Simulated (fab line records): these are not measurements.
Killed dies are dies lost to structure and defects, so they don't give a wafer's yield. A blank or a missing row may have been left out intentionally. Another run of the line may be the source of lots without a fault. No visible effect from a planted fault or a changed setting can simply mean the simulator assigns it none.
fab line records ; flow gf180mcu
[record] lots = 6; wafers = 18; lastDay = 34
route steps=602 shown TOP_METAL@586 PASSIVATION@587
lots with no fault: from the same line, run without faults
startH: the number of hours between the record's first day and the start of the first shown wafer of the lot ; waitH: how many hours have passed since the lot's step before this one ; " the same as in the row above ; L1.1+2: a single row standing in for several wafers ; - either no value or no given start ; * or withheld: withheld ; < > ~ a bound
route shown NAME@n: names a module that has steps shown in the file, with the first one's number in the route ; usual: average and standard deviation across the fault-free wafers ; same: alike in all rows ; chamber/n: place in a boat ; sites: per-site readings ; _std_site: standard deviation of those values ; _edge_site: outer sites' mean less inner sites' ; radiusMm: for every site, how far away it sits from the centre of the wafer ; mask NAME#n: copy n ; behind: tool/chamber where the wafer was last shaped ; hold: why the lot went on hold/how many hours it stayed there/how the hold came to an end ; device: which transistor (n, p or np) failed to switch ; end of line: tests run on the same wafers once the route is complete ; where a step has no rows: the recipe by itself ; killed: the dies lost at the first sort to structure and to defects; this is not the yield of the wafer ; map: shows each die of a wafer: x if killed, . if not, _ if none is there
set.NAME: setting as actually run; set.NAME@STEP: the setting as run at that earlier step ; model.NAME: the simulator's own value behind a step, which no gauge read
a table for each step, a row for each wafer; lots at some steps of the route
services: a tool's chamber out of use, with start hour (startH, from the record's first day; less than 0 if before it), hours out, and reason
[[steps]]
[step GF_TOP_METAL_CLEAN_19]
[recipe] chemistry = DIW; dry = n2Spin
[step GF_PASSIVATION_CVD_00]
[recipe] material = SiO2; targetThkNm = 1000; precursor = TEOS; tempC = 400; timeS = 111.95; rfW = 600
[usual] heaterPowerOuterW = 372/59; heaterPowerW = 642/81
lot.wafer;tool;chamber;startH;waitH;heaterPowerOuterW;heaterPowerW
L406.1;pecvd-04;0;702.63;0.0;387;640
L406.3;pecvd-04;1;702.63;0.0;471;741
L406.5;pecvd-04;0;702.63;0.0;412;680
L407.1;pecvd-04;2;707.83;0.0;460;790
L407.3;pecvd-04;1;707.83;0.0;391;666
L407.5;pecvd-04;1;707.83;0.0;437;707
L415.1;pecvd-01;0;755.07;0.0;456;740
L415.3;pecvd-01;1;755.07;0.0;462;801
L415.5;pecvd-01;0;755.07;0.0;365;607
L416.1;pecvd-02;0;761.03;0.0;398;635
L416.3;pecvd-02;2;761.03;0.0;329;610
L416.4;pecvd-02;0;761.03;0.0;435;659
L420.1;pecvd-04;2;784.31;0.0;441;773
L420.5;pecvd-04;1;784.31;0.0;362;595
L420.6;pecvd-04;0;784.31;0.0;370;632
L421.1;pecvd-01;2;789.26;0.0;345;618
L421.4;pecvd-01;0;789.26;0.0;463;720
L421.6;pecvd-01;2;789.26;0.0;392;676
[step GF_PASSIVATION_THK_MEAS_01]
[recipe] reads = SiO2_of_PASSIVATION_CVD_00
[usual] PASSIVATION_CVD_00_THK = 1002/13
lot.wafer;tool;chamber;startH;waitH;PASSIVATION_CVD_00_THK[nm]
L406.1;filmMetro-03;-;702.71;0.0;980
L406.3;filmMetro-03;-;702.71;0.0;1013
L406.5;filmMetro-03;-;702.71;0.0;1010
L407.1;filmMetro-04;-;707.91;0.0;994
L407.3;filmMetro-04;-;707.91;0.0;997
L407.5;filmMetro-04;-;707.91;0.0;1010
L415.1;filmMetro-04;-;755.17;0.1;978
L415.3;filmMetro-04;-;755.17;0.1;986
L415.5;filmMetro-04;-;755.17;0.1;1012
L416.1;filmMetro-03;-;761.11;0.0;994
L416.3;filmMetro-03;-;761.11;0.0;999
L416.4;filmMetro-03;-;761.11;0.0;1008
L420.1;filmMetro-03;-;784.39;0.0;1003
L420.5;filmMetro-03;-;784.39;0.0;1018
L420.6;filmMetro-03;-;784.39;0.0;1007
L421.1;filmMetro-03;-;789.34;0.0;1010
L421.4;filmMetro-03;-;789.34;0.0;992
L421.6;filmMetro-03;-;789.34;0.0;1013
[step GF_PASSIVATION_CVD_02]
[recipe] material = Si3N4; targetThkNm = 700; timeS = 486.18; tempC = 400; rfW = 450
[usual] heaterPowerOuterW = 430/56; heaterPowerW = 729/82
lot.wafer;tool;chamber;startH;waitH;heaterPowerOuterW;heaterPowerW
L406.1;pecvd-01;1;702.77;0.1;393;735
L406.3;pecvd-01;0;702.77;0.1;501;763
L406.5;pecvd-01;0;702.77;0.1;500;784
L407.1;pecvd-01;0;707.97;0.1;419;659
L407.3;pecvd-01;1;707.97;0.1;387;743
L407.5;pecvd-01;2;707.97;0.1;344;626
L415.1;pecvd-02;0;755.23;0.1;446;702
L415.3;pecvd-02;1;755.23;0.1;329;580
L415.5;pecvd-02;2;755.23;0.1;371;674
L416.1;pecvd-04;1;761.17;0.1;477;783
L416.3;pecvd-04;0;761.17;0.1;349;608
L416.4;pecvd-04;0;761.17;0.1;395;662
L420.1;pecvd-01;1;784.45;0.1;490;873
L420.5;pecvd-01;2;784.45;0.1;451;773
L420.6;pecvd-01;1;784.45;0.1;428;788
L421.1;pecvd-02;0;789.40;0.1;474;751
L421.4;pecvd-02;1;789.40;0.1;393;638
L421.6;pecvd-02;0;789.40;0.1;470;786
[step GF_PASSIVATION_THK_MEAS_03]
[recipe] reads = Si3N4_of_PASSIVATION_CVD_02
[usual] PASSIVATION_CVD_02_THK = 695/8.2
lot.wafer;tool;chamber;startH;waitH;PASSIVATION_CVD_02_THK[nm]
L406.1;filmMetro-04;-;703.05;0.1;691
L406.3;filmMetro-04;-;703.05;0.1;690
L406.5;filmMetro-04;-;703.05;0.1;698
L407.1;filmMetro-04;-;708.26;0.1;692
L407.3;filmMetro-04;-;708.26;0.1;695
L407.5;filmMetro-04;-;708.26;0.1;714
L415.1;filmMetro-04;-;755.51;0.1;692
L415.3;filmMetro-04;-;755.51;0.1;695
L415.5;filmMetro-04;-;755.51;0.1;706
L416.1;filmMetro-03;-;761.45;0.1;697
L416.3;filmMetro-03;-;761.45;0.1;692
L416.4;filmMetro-03;-;761.45;0.1;699
L420.1;filmMetro-01;-;784.88;0.3;686
L420.5;filmMetro-01;-;784.88;0.3;703
L420.6;filmMetro-01;-;784.88;0.3;693
L421.1;filmMetro-04;-;789.68;0.1;689
L421.4;filmMetro-04;-;789.68;0.1;696
L421.6;filmMetro-04;-;789.68;0.1;705
[step GF_PASSIVATION_DEHYDRATE_04]
[recipe] tempC = 200; timeS = 60
[step GF_PASSIVATION_HMDS_05]
[recipe] primeTimeS = 60; primeTempC = 120
[step GF_PASSIVATION_COAT_06]
[recipe] spinRpm = 2000; resistThkNm = 4000
[step GF_PASSIVATION_SOFTBAKE_07]
[recipe] tempC = 110; timeS = withheld
[step GF_PASSIVATION_EXPOSE_08]
[recipe] maskId = Pad; targetCdNm = 40000; na = 0.57; doseMj = 310
[step GF_PASSIVATION_PEB_09]
[recipe] tempC = 115; timeS = withheld
[step GF_PASSIVATION_DEVELOP_10]
[recipe] developTimeS = 60; devTempC = 23
[step GF_PASSIVATION_ETCH_11]
[recipe] chemistry = CF4/O2; targetDepthNm = 1800; stopOn = TiN; sourceW = 800; biasW = 150; pressureMtorr = 150; cf4FlowSccm = 80; O2_flow_sccm = 10; timeS = 400
[usual] chamberPressureMTorr = 149.99/0.13; drypumpMotorCurrentA = 5.7/0.43; oesProductAu = 0.962/0.0074; rfFwdPowerW = 798.8/2.4; throttleValvePct = 5.960/0.009
lot.wafer;tool;chamber;startH;waitH;chamberPressureMTorr;drypumpMotorCurrentA;oesProductAu;rfFwdPowerW;rfHoursCounterH;throttleValvePct;model.coat_of_PASSIVATION_COAT_06.thkNm;model.PASSIVATION.featureDepthNm;model.etch.depthNm
L406.1;rieDiel-02;3;720.70;-;149.93;6.0;0.955;794.9;3;5.947;2831;1670;1670
L406.3;rieDiel-02;0;720.70;-;150.09;5.0;0.967;800.6;11;5.978;2803;1703;1703
L406.5;rieDiel-02;1;720.70;-;149.98;5.9;0.965;799.8;-;5.958;2823;1709;1709
L407.1;rieDiel-01;1;726.25;-;150.11;6.0;0.953;798.5;47;5.963;2794;1687;1687
L407.3;rieDiel-01;0;726.25;-;149.95;6.5;0.960;803.6;9;5.959;2774;1692;1692
L407.5;rieDiel-01;3;726.25;-;149.93;5.1;0.974;797.5;-;5.971;2784;1726;1726
L415.1;rieDiel-02;1;771.31;-;150.04;5.9;0.908;666.5;13;5.933;2983;1536;1536
L415.3;rieDiel-02;3;771.31;-;150.14;6.0;0.910;669.8;6;5.948;3005;1528;1528
L415.5;rieDiel-02;3;771.31;-;150.07;6.0;0.916;671.5;-;5.940;2995;1537;1537
L416.1;rieDiel-02;3;776.99;-;149.95;6.0;0.912;673.1;6;5.954;2994;1536;1536
L416.3;rieDiel-02;2;776.99;-;150.05;5.8;0.901;671.8;17;5.926;2998;1535;1535
L416.4;rieDiel-02;1;776.99;-;150.09;5.9;0.914;671.4;13;5.944;2986;1547;1547
L420.1;rieDiel-01;2;799.83;-;150.06;5.8;0.962;801.6;11;5.967;2776;1690;1690
L420.5;rieDiel-01;0;799.83;-;150.03;6.5;0.969;795.4;-;5.974;2796;1722;1722
L420.6;rieDiel-01;1;799.83;-;150.20;6.0;0.970;797.2;-;5.952;2784;1701;1701
L421.1;rieDiel-04;3;805.00;-;149.97;5.6;0.959;798.8;45;5.962;2829;1700;1700
L421.4;rieDiel-04;0;805.00;-;150.05;5.3;0.961;795.7;16;5.959;2769;1687;1687
L421.6;rieDiel-04;2;805.00;-;150.02;6.0;0.971;796.6;-;5.962;2806;1718;1718
[step GF_PASSIVATION_STRIP_12]
[recipe] chemistry = O2/N2; powerW = 1400; pressureMtorr = 1500; platenTempC = 250; o2FlowSccm = 3000; n2FlowSccm = 300; overashFraction = 0.5
[usual] chamberPressureMTorr = 1499.9/1.5; drypumpMotorCurrentA = 5.98/0.3; heaterPowerW = 322/29; oesProductAu = 0.720/0.0045; stripTimeToEndpointS = 34.80/0.27
lot.wafer;tool;chamber;startH;waitH;chamberPressureMTorr;drypumpMotorCurrentA;heaterPowerW;oesProductAu;rfHoursCounterH;stripTimeToEndpointS
L406.1;plasmaAsher-01;0;720.94;0.1;1502.0;6.46;387;0.718;113;35.12
L406.3;plasmaAsher-01;1;720.94;0.1;1499.2;5.57;376;0.723;-;34.83
L406.5;plasmaAsher-01;1;720.94;0.1;1499.0;5.57;375;0.717;-;35.06
L407.1;plasmaAsher-03;1;726.49;0.1;1500.4;5.70;321;0.711;61;34.71
L407.3;plasmaAsher-03;0;726.49;0.1;1497.0;5.99;287;0.716;-;34.44
L407.5;plasmaAsher-03;0;726.49;0.1;1500.3;5.99;293;0.717;-;34.58
L415.1;plasmaAsher-03;1;771.55;0.1;1499.1;5.69;313;0.719;66;36.87
L415.3;plasmaAsher-03;0;771.55;0.1;1500.2;6.00;296;0.731;-;37.11
L415.5;plasmaAsher-03;1;771.55;0.1;1500.9;5.71;316;0.719;-;37.02
L416.1;plasmaAsher-03;0;777.22;0.1;1500.6;5.98;295;0.714;67;37.00
L416.3;plasmaAsher-03;1;777.22;0.1;1499.5;5.68;315;0.719;-;37.03
L416.4;plasmaAsher-03;0;777.22;0.1;1500.4;6.02;295;0.722;-;36.90
L420.1;plasmaAsher-01;1;800.07;0.1;1499.4;5.58;348;0.721;6;34.50
L420.5;plasmaAsher-01;0;800.07;0.1;1500.1;6.47;350;0.715;-;34.74
L420.6;plasmaAsher-01;1;800.07;0.1;1500.5;5.63;347;0.718;-;34.57
L421.1;plasmaAsher-01;1;805.24;0.1;1500.4;5.67;346;0.731;7;35.13
L421.4;plasmaAsher-01;0;805.24;0.1;1499.8;6.47;357;0.714;-;34.42
L421.6;plasmaAsher-01;1;805.24;0.1;1496.9;5.60;353;0.719;-;34.84
[step GF_PASSIVATION_ANNEAL_13]
[recipe] tempC = 400; timeS = 1800; ambient = N2/H2; idleTempC = 300; rampUpCPerMin = 10; rampDownCPerMin = 3
[[services]]
tool;chamber;startH;hours;kind
plasmaAsher-03;-;683.28;5.1;repair
pecvd-04;-;693.17;5.6;repair
plasmaAsher-03;-;693.90;7.5;repair
pecvd-02;-;709.04;2.8;pm
pecvd-04;0;711.25;22.2;repair
pecvd-02;-;712.78;1.5;repair
plasmaAsher-01;-;730.90;2.6;repair
rieDiel-01;1;733.25;7.9;repair
plasmaAsher-01;-;733.75;9.0;pm
plasmaAsher-01;0;733.75;9.0;ventCycle
plasmaAsher-01;1;733.75;9.0;ventCycle
plasmaAsher-01;0;742.75;-;clean
plasmaAsher-01;1;742.75;-;clean
plasmaAsher-03;-;744.11;1.6;repair
pecvd-01;-;747.12;1.0;repair
rieDiel-04;1;759.42;3.9;repair
rieDiel-01;1;766.44;-;clean
rieDiel-01;1;766.44;13.1;scheduledDown
rieDiel-01;1;766.44;13.1;ventCycle
pecvd-01;0;767.52;19.6;repair
rieDiel-04;1;776.86;3.1;repair
pecvd-01;2;791.75;-;calibration
pecvd-04;-;802.03;2.8;pm
[[key]]
[firstSign] step = GF_PASSIVATION_ETCH_11; reading = rfFwdPowerW; direction = down; sigmas = 54; usual = 798.8; struck = 670.7
[effect] step = GF_PASSIVATION_ETCH_11; reading = oesProductAu; direction = down; sigmas = 7; usual = 0.962; struck = 0.910
[effect] step = GF_PASSIVATION_STRIP_12; reading = stripTimeToEndpointS; direction = up; sigmas = 8.1; usual = *; struck = *
[modelEffect] step = GF_PASSIVATION_ETCH_11; value = coat_of_PASSIVATION_COAT_06.thkNm; without = 2825; struck = 2994
[modelEffect] step = GF_PASSIVATION_PROBE_99; value = etest.npolySal.open; without = 0; struck = 1
metAt GF_PASSIVATION_ETCH_11
struckWafers L415.1,L415.3,L415.5,L416.1,L416.3,L416.4
laterRowsLeftOut L415.1,L415.3,L415.5,L416.1,L416.3,L416.4
sortLeftOut L415.1,L415.3,L415.5,L416.1,L416.3,L416.4
onsetBetween 720.70 771.31
[fault] kind = processParameterDrift; tool = rieDiel-02; chamber = -; onsetH = 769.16; steps = GF_PASSIVATION_ETCH_11; channel = sourceW; offset = -128; shape = step; endH = 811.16; actsIn = theseRecipesOnly; stated = 800
// sortLeftOut: the simulated sort isn't trusted on such a fault, so these wafers' sort isn't shown, and their yield isn't known
// laterRowsLeftOut: the simulator's readings of these wafers behind a module that went badly wrong aren't trusted and aren't shown, but for the sort
